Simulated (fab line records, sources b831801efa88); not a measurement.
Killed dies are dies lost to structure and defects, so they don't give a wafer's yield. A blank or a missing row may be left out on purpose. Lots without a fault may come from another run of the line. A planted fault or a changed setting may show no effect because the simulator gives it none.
fab line records | flow gf180mcu
record lots=13 wafers=39 last_day=32
route steps=602 shown VT_IMPLANT@98 M1@316 V1@351
lots that met no fault: from a run of the same line without faults
start_h: hours from the record's first day to the start of the lot's first wafer shown | wait_h: hours since the lot's step before | " the same as in the row above | L1.1+2: a row that stands for several wafers | - no value, or no start given | * or withheld: withheld | < > ~ a bound
route shown NAME@n: a module of which the file shows steps, and the number in the route of the first | usual: mean/standard deviation of fault-free wafers | same: alike in all rows | chamber/n: place in a boat | sites: the reading at each site | _std_site: their standard deviation | _edge_site: outer sites' mean less inner sites' | radius_mm: how far each site lies from the wafer's centre | mask NAME#n: copy n | behind: the tool/chamber that last shaped the wafer | hold: why the lot was held/for how many hours/how that ended | device: the transistor (n, p or np) that didn't switch | end of line: the same wafers' tests at the end of the route | a step without rows: its recipe alone | killed: dies lost to structure and defects at the first sort, not the wafer's yield | map: a wafer's dies, x killed, . not, _ none there
set.NAME: the setting as run; set.NAME@STEP: as run at that earlier step | model.NAME: the simulator's own value behind a step, which no gauge read
steps of the route over a sample of lots; a table a step, a row a wafer
services: from which hour (start_h, from the record's first day; less than 0 if before it) a tool's chamber was out of use, for how many hours, and why
## steps
# step GF_VT_IMPLANT_IMPLANT_08
# recipe species=BF2 energy_kev=20 dose_cm2=8.29e+12 tilt_deg=7
# usual dose_ions_cm2=8.292e+12/8.4e+09 faraday_current_uA=46.8/0.89
# columns lot.wafer tool chamber start_h wait_h dose_ions_cm2 faraday_current_uA
L519.1 implanter-04 0 108.95 0.0 8.296e+12 45.8
L519.2 " 0 " " 8.29e+12 45.8
L519.4 " 0 " " 8.286e+12 48.1
L520.1 implanter-04 0 117.99 0.0 8.284e+12 47.1
L520.2 " 0 " " 8.292e+12 46.3
L520.3 " 0 " " 8.29e+12 48.0
L522.4 implanter-04 0 129.07 0.1 8.295e+12 45.7
L522.5 " 0 " " 8.302e+12 45.8
L522.6 " 0 " " 8.296e+12 45.3
L523.3 implanter-03 0 133.59 0.1 8.297e+12 47.3
L523.5 " 0 " " 8.294e+12 46.9
L523.6 " 0 " " 8.284e+12 47.4
L524.3 implanter-04 0 141.24 0.1 8.31e+12 45.1
L524.4 " 0 " " 8.303e+12 46.4
L524.5 " 0 " " 8.302e+12 46.1
L526.1 implanter-03 0 153.34 0.0 8.307e+12 46.2
L526.3 " 0 " " 8.297e+12 47.1
L526.6 " 0 " " 8.308e+12 46.6
L527.3 implanter-04 0 156.19 0.1 8.287e+12 47.5
L527.5 " 0 " " 8.291e+12 46.4
L527.6 " 0 " " 8.288e+12 46.5
L528.1 implanter-03 0 170.04 0.0 8.288e+12 45.5
L528.2 " 0 " " 8.284e+12 47.5
L528.5 " 0 " " 8.284e+12 45.4
L529.3 implanter-01 0 170.40 0.1 8.292e+12 46.3
L529.5 " 0 " " 8.289e+12 46.7
L529.6 " 0 " " 8.289e+12 46.7
L532.2 implanter-04 0 190.40 0.0 8.292e+12 46.7
L532.3 " 0 " " 8.29e+12 47.1
L532.4 " 0 " " 8.283e+12 46.9
L533.1 implanter-04 0 201.04 0.0 8.282e+12 46.7
L533.2 " 0 " " 8.286e+12 48.6
L533.5 " 0 " " 8.287e+12 47.0
L534.1 implanter-04 0 204.09 0.0 5.772e+12 32.9
L534.2 " 0 " " 5.775e+12 32.6
L534.5 " 0 " " 5.766e+12 32.5
L535.1 implanter-04 0 206.09 0.0 5.763e+12 32.5
L535.2 " 0 " " 5.757e+12 32.9
L535.6 " 0 " " 5.77e+12 31.6
# step GF_VT_IMPLANT_TW_MEAS_10
# usual VT_IMPLANT_TW=565.0/2.8
# columns lot.wafer tool chamber start_h wait_h VT_IMPLANT_TW
L519.1 film_metro-01 - 109.20 0.1 561.1
L519.2 " - " " 559.2
L519.4 " - " " 562.8
L520.1 film_metro-01 - 118.24 0.1 564.7
L520.2 " - " " 563.0
L520.3 " - " " 565.8
L522.4 film_metro-01 - 129.27 0.1 564.2
L522.5 " - " " 564.6
L522.6 " - " " 561.0
L523.3 film_metro-04 - 133.81 0.1 567.5
L523.5 " - " " 565.4
L523.6 " - " " 568.2
L524.3 film_metro-03 - 141.46 0.1 564.6
L524.4 " - " " 564.5
L524.5 " - " " 563.1
L526.1 film_metro-04 - 153.59 0.1 562.4
L526.3 " - " " 562.5
L526.6 " - " " 561.4
L527.3 film_metro-03 - 156.41 0.1 563.2
L527.5 " - " " 565.2
L527.6 " - " " 563.8
L528.1 film_metro-03 - 170.29 0.1 563.7
L528.2 " - " " 565.6
L528.5 " - " " 560.8
L529.3 film_metro-04 - 170.62 0.1 562.6
L529.5 " - " " 569.9
L529.6 " - " " 566.3
L532.2 film_metro-04 - 190.63 0.1 562.4
L532.3 " - " " 568.4
L532.4 " - " " 565.2
L533.1 film_metro-04 - 201.29 0.1 565.4
L533.2 " - " " 563.5
L533.5 " - " " 567.5
L534.1 film_metro-03 - 204.34 0.1 508.5
L534.2 " - " " 511.9
L534.5 " - " " 509.4
L535.1 film_metro-03 - 206.34 0.1 509.7
L535.2 " - " " 508.9
L535.6 " - " " 509.7
# step GF_M1_SPUTTER_01
# recipe material=TiN target_thk_nm=30 power_w=6500 time_s=25 chamber_pressure_pa=0.4
# usual throttle_valve_pct=29.8/0.8
# columns lot.wafer tool chamber start_h wait_h throttle_valve_pct
L519.1 pvd_sputter-04 - 361.69 0.1 29.0
L519.2 " - " " 30.3
L519.4 " - " " 30.5
L520.1 pvd_sputter-04 - 381.66 0.1 30.4
L520.2 " - " " 30.7
L520.3 " - " " 30.7
L522.4 pvd_sputter-02 - 385.71 0.1 29.8
L522.5 " - " " 29.6
L522.6 " - " " 28.2
L524.3 pvd_sputter-04 - 408.14 0.1 31.0
L524.4 " - " " 30.2
L524.5 " - " " 30.7
L523.3 pvd_sputter-04 - 409.31 0.1 29.3
L523.5 " - " " 30.0
L523.6 " - " " 30.5
L526.1 pvd_sputter-04 - 429.60 0.1 30.5
L526.3 " - " " 29.5
L526.6 " - " " 29.4
L527.3 pvd_sputter-04 - 433.27 0.1 30.9
L527.5 " - " " 30.2
L527.6 " - " " 31.0
L528.1 pvd_sputter-02 - 453.87 0.1 29.2
L528.2 " - " " 28.3
L528.5 " - " " 29.6
L529.3 pvd_sputter-04 - 454.23 0.1 30.6
L529.5 " - " " 29.2
L529.6 " - " " 30.7
L532.2 pvd_sputter-02 - 482.01 0.1 29.8
L532.3 " - " " 30.2
L532.4 " - " " 28.2
L533.1 pvd_sputter-01 - 494.27 0.1 29.9
L533.2 " - " " 29.6
L533.5 " - " " 28.8
L534.1 pvd_sputter-04 - 495.96 0.1 30.5
L534.2 " - " " 30.6
L534.5 " - " " 30.3
L535.1 pvd_sputter-02 - 497.96 0.1 29.9
L535.2 " - " " 28.3
L535.6 " - " " 27.8
# step GF_M1_SPUTTER_03
# recipe material=Ti target_thk_nm=10 substrate_temp_c=300 chamber_pressure_pa=0.3 power_w=3000 time_s=6.7
# usual substrate_temp_c=300.01/0.19 throttle_valve_pct=29.7/0.79
# columns lot.wafer tool chamber start_h wait_h substrate_temp_c throttle_valve_pct
L519.1 pvd_sputter-04 - 361.75 0.0 300.18 29.0
L519.2 " - " " 300.08 30.2
L519.4 " - " " 300.06 30.4
L520.1 pvd_sputter-04 - 381.72 0.0 300.18 30.0
L520.2 " - " " 300.11 30.6
L520.3 " - " " 300.06 30.5
L522.4 pvd_sputter-02 - 385.77 0.0 299.82 29.6
L522.5 " - " " 300.12 29.9
L522.6 " - " " 299.92 27.7
L524.3 pvd_sputter-04 - 408.21 0.0 300.01 30.6
L524.4 " - " " 299.84 30.5
L524.5 " - " " 299.94 30.7
L523.3 pvd_sputter-04 - 409.38 0.0 300.22 29.4
L523.5 " - " " 300.01 30.0
L523.6 " - " " 299.71 30.4
L526.1 pvd_sputter-04 - 429.66 0.0 300.10 30.7
L526.3 " - " " 299.89 29.4
L526.6 " - " " 299.76 29.4
L527.3 pvd_sputter-04 - 433.33 0.0 299.90 30.8
L527.5 " - " " 300.22 30.3
L527.6 " - " " 300.13 30.4
L528.1 pvd_sputter-02 - 453.93 0.0 299.71 29.6
L528.2 " - " " 299.76 28.1
L528.5 " - " " 299.97 29.9
L529.3 pvd_sputter-04 - 454.29 0.0 300.07 30.4
L529.5 " - " " 299.73 29.1
L529.6 " - " " 299.98 30.7
L532.2 pvd_sputter-02 - 482.07 0.0 299.98 29.6
L532.3 " - " " 300.26 30.2
L532.4 " - " " 300.11 27.7
L533.1 pvd_sputter-01 - 494.33 0.0 300.32 29.8
L533.2 " - " " 300.03 29.5
L533.5 " - " " 300.16 28.5
L534.1 pvd_sputter-04 - 496.02 0.0 300.03 30.2
L534.2 " - " " 299.53 30.6
L534.5 " - " " 300.09 30.2
L535.1 pvd_sputter-02 - 498.02 0.0 300.33 29.9
L535.2 " - " " 299.74 28.2
L535.6 " - " " 299.64 27.9
# step GF_V1_ETCH_16
# recipe chemistry=N2/H2 target_depth_a=withheld overetch_a=withheld time_s=withheld target=BARC ion_energy_ev=200 source_w=500 bias_w=100 pressure_mtorr=30 n2_flow_sccm=100 h2_flow_sccm=200
# usual drypump_motor_current_A=5.8/0.37 n2_flow_sccm=100.00/0.29 oes_product_au=0.854/0.0051 throttle_valve_pct=13.226/0.0087
# columns lot.wafer tool chamber start_h wait_h drypump_motor_current_A n2_flow_sccm oes_product_au throttle_valve_pct
L519.1 rie_diel-02 2 408.53 0.0 5.9 100.10 0.851 13.234
L519.2 " 3 " " 5.9 99.78 0.858 13.225
L519.4 " 0 " " 6.1 100.05 0.857 13.224
L520.1 rie_diel-02 1 430.86 0.0 5.7 100.04 0.848 13.219
L520.2 " 3 " " 5.9 100.07 0.851 13.224
L520.3 " 2 " " 5.9 100.13 0.852 13.213
L522.4 rie_diel-04 1 434.72 0.0 5.8 99.72 0.858 13.238
L522.5 " 3 " " 6.6 100.02 0.851 13.218
L522.6 " 2 " " 6.4 99.87 0.853 13.222
L524.3 rie_diel-03 2 458.28 0.0 5.4 99.62 0.854 13.222
L524.4 " 1 " " 5.4 100.16 0.852 13.229
L524.5 " 0 " " 5.8 100.03 0.855 13.213
L523.3 rie_diel-02 0 459.23 0.0 6.1 100.11 0.858 13.236
L523.5 " 0 " " 6.1 99.99 0.858 13.221
L523.6 " 1 " " 5.7 99.89 0.852 13.230
L526.1 rie_diel-02 2 479.48 0.0 5.9 99.81 0.851 13.229
L526.3 " 3 " " 5.9 99.84 0.865 13.222
L526.6 " 1 " " 5.7 100.57 0.856 13.226
L527.3 rie_diel-02 1 483.87 0.0 5.7 99.87 0.856 13.221
L527.5 " 0 " " 6.1 100.16 0.859 13.223
L527.6 " 3 " " 5.9 99.64 0.851 13.233
L528.1 rie_diel-03 2 503.43 0.0 5.4 99.79 0.853 13.234
L528.2 " 3 " " 5.0 99.82 0.856 13.236
L528.5 " 1 " " 5.4 100.26 0.858 13.206
L529.3 rie_diel-04 1 503.81 0.0 5.9 100.18 0.856 13.215
L529.5 " 0 " " 5.9 99.71 0.852 13.217
L529.6 " 2 " " 6.4 100.29 0.860 13.227
L532.2 rie_diel-04 1 530.82 0.0 5.9 100.06 0.861 13.237
L532.3 " 0 " " 5.9 99.75 0.855 13.222
L532.4 " 2 " " 6.4 100.08 0.854 13.219
L533.1 rie_diel-02 3 542.23 0.0 5.9 100.28 0.857 13.223
L533.2 " 1 " " 5.7 100.46 0.851 13.229
L533.5 " 0 " " 6.1 99.73 0.858 13.224
L534.1 rie_diel-03 3 544.47 0.0 5.0 99.94 0.858 13.228
L534.2 " 1 " " 5.4 99.82 0.848 13.223
L534.5 " 1 " " 5.4 99.48 0.850 13.230
L535.1 rie_diel-03 1 546.72 0.0 5.4 100.03 0.860 13.223
L535.2 " 0 " " 5.8 99.57 0.859 13.236
L535.6 " 1 " " 5.4 99.99 0.855 13.232
## services
# columns tool chamber start_h hours kind
pvd_sputter-04 - 94.71 2.6 repair
rie_diel-03 3 111.43 2.8 repair
rie_diel-02 1 122.94 16.2 repair
rie_diel-02 3 128.97 8.5 repair
rie_diel-02 0 161.50 4.9 repair
rie_diel-02 3 173.77 3.6 repair
pvd_sputter-02 - 184.00 0.5 repair
rie_diel-02 1 184.66 17.2 repair
rie_diel-02 2 203.06 6.3 repair
rie_diel-03 - 204.50 4.3 pm
rie_diel-02 1 224.58 11.8 repair
pvd_sputter-02 - 226.54 3.1 repair
rie_diel-02 0 260.24 3.5 repair
rie_diel-02 3 261.67 15.4 repair
pvd_sputter-02 - 295.24 13.4 repair
pvd_sputter-04 - 313.97 1.3 repair
implanter-04 - 351.41 11.2 pm
rie_diel-02 - 390.54 4.3 pm
implanter-04 - 449.35 1.5 repair
pvd_sputter-04 - 482.27 6.6 repair
pvd_sputter-02 - 509.57 7.5 repair
pvd_sputter-04 - 513.08 6.4 repair
rie_diel-02 2 527.16 8.1 repair
pvd_sputter-02 - 538.51 15.4 repair
## key
first_sign step=GF_VT_IMPLANT_IMPLANT_08 reading=dose_ions_cm2 direction=down sigmas=99+ usual=8.292e+12 struck=5.767e+12
effect step=GF_VT_IMPLANT_IMPLANT_08 reading=faraday_current_uA direction=down sigmas=16 usual=46.8 struck=32.5
effect step=GF_VT_IMPLANT_TW_MEAS_10 reading=VT_IMPLANT_TW direction=down sigmas=19 usual=565.0 struck=509.7
met_at GF_VT_IMPLANT_IMPLANT_08
struck_lots L534,L535
tester_left_out L534,L535
not_acting_at GF_M1_SPUTTER_01,GF_M1_SPUTTER_03,GF_V1_ETCH_16
onset_between 201.04 204.09
fault kind=process_parameter_drift tool=implanter-04 chamber=- onset_h=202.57 steps=GF_VT_IMPLANT_IMPLANT_08 channel=dose_cm2 offset=-2.5221e+12 shape=step end_h=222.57 acts_in=these_recipes_only stated=8.29e+12
# tester_left_out: of these lots the tester's yield and bins aren't shown, on N5 and GAA mostly nor the transistor test; their killed dies are dies lost to structure and defects alone, not to doping, threshold or leakage, so they don't give the yield
